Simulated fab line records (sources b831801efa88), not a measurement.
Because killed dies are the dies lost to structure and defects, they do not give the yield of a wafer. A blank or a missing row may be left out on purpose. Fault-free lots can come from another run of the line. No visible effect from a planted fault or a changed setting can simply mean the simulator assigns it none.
Matching of chambers + flow gf180mcu + GF_V3_ETCH_16 on rie-diel-02 has 4 sister chambers
The step etches BARC in N2/H2. 14 wafers are shown with their chamber, then 7 later ones without.

## EACH WAFER AND ITS CHAMBER
| wafer  | chamber | oes-product-au (a.u.) | h2-flow-sccm (sccm) | throttle-valve-pct (%) |
|--------|---------|-----------------------|---------------------|------------------------|
| L078.1 | 3       | 0.862                 | 200.0               | 13.206                 |
| L078.4 | 2       | 0.862                 | 201.4               | 13.218                 |
| L078.5 | 1       | 0.855                 | 200.1               | 13.241                 |
| L082.1 | 2       | 0.851                 | 199.4               | 13.244                 |
| L082.3 | 1       | 0.862                 | 200.1               | 13.236                 |
| L082.6 | 0       | 0.863                 | 199.8               | 13.225                 |
| L086.2 | 2       | 0.857                 | 199.8               | 13.217                 |
| L086.4 | 0       | 0.859                 | 199.5               | 13.232                 |
| L086.5 | 2       | 0.857                 | 198.9               | 13.224                 |
| L091.1 | 2       | 0.855                 | 200.2               | 13.226                 |
| L091.2 | 3       | 0.859                 | 200.5               | 13.237                 |
| L091.3 | 1       | 0.854                 | 200.4               | 13.229                 |
| L093.2 | 2       | 0.849                 | 199.7               | 13.232                 |
| L093.3 | 1       | 0.861                 | 199.9               | 13.224                 |

SIGNATURES, as means of the wafers listed above
| reading            | chamber 0 | chamber 1 | chamber 2 | chamber 3 | scatter within a chamber |
|--------------------|-----------|-----------|-----------|-----------|--------------------------|
| oes-product-au     | 0.86100   | 0.85800   | 0.85517   | 0.86050   | 0.00414                  |
| h2-flow-sccm       | 199.650   | 200.125   | 199.900   | 200.250   | 0.627                    |
| throttle-valve-pct | 13.22850  | 13.23250  | 13.22683  | 13.22150  | 0.0109                   |
Rule: for a wafer and a chamber, the distance is found by dividing, reading by reading, the gap between the wafer's reading and the chamber's mean by the reading's scatter, squaring, summing and taking the root. If the next closest chamber is less than 2 further off than the closest, the wafer can't be placed; otherwise it belongs to the closest. How the scatter is found: for the shown wafers, subtract from each reading the mean of its chamber, square and add these, divide the total by (wafers less chambers), then take the root.

## WAFERS WITHOUT THEIR CHAMBER
| wafer  | oes-product-au (a.u.) | h2-flow-sccm (sccm) | throttle-valve-pct (%) |
|--------|-----------------------|---------------------|------------------------|
| L093.6 | 0.863                 | 200.6               | 13.221                 |
| L094.2 | 0.858                 | 200.3               | 13.231                 |
| L094.4 | 0.857                 | 199.6               | 13.207                 |
| L094.5 | 0.859                 | 199.8               | 13.221                 |
| L095.1 | 0.849                 | 201.1               | 13.217                 |
| L095.3 | 0.862                 | 200.0               | 13.221                 |
| L095.6 | 0.851                 | 200.6               | 13.217                 |

## WHICH CHAMBER EACH ONE RAN IN
| wafer  | from the rows above               | in truth |
|--------|-----------------------------------|----------|
| L093.6 | can't be placed: 3 or 0 or 1 or 2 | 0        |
| L094.2 | can't be placed: 1 or 2 or 3 or 0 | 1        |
| L094.4 | can't be placed: 3 or 2 or 0 or 1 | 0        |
| L094.5 | can't be placed: 3 or 0 or 2 or 1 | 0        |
| L095.1 | can't be placed: 2 or 1 or 3 or 0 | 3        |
| L095.3 | can't be placed: 3 or 0 or 1 or 2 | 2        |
| L095.6 | can't be placed: 2 or 1 or 3 or 0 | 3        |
0 of 7 placed correctly. From these rows, 7 cannot be placed; in 7 the true chamber is one of the candidates. 0 placed wrongly.
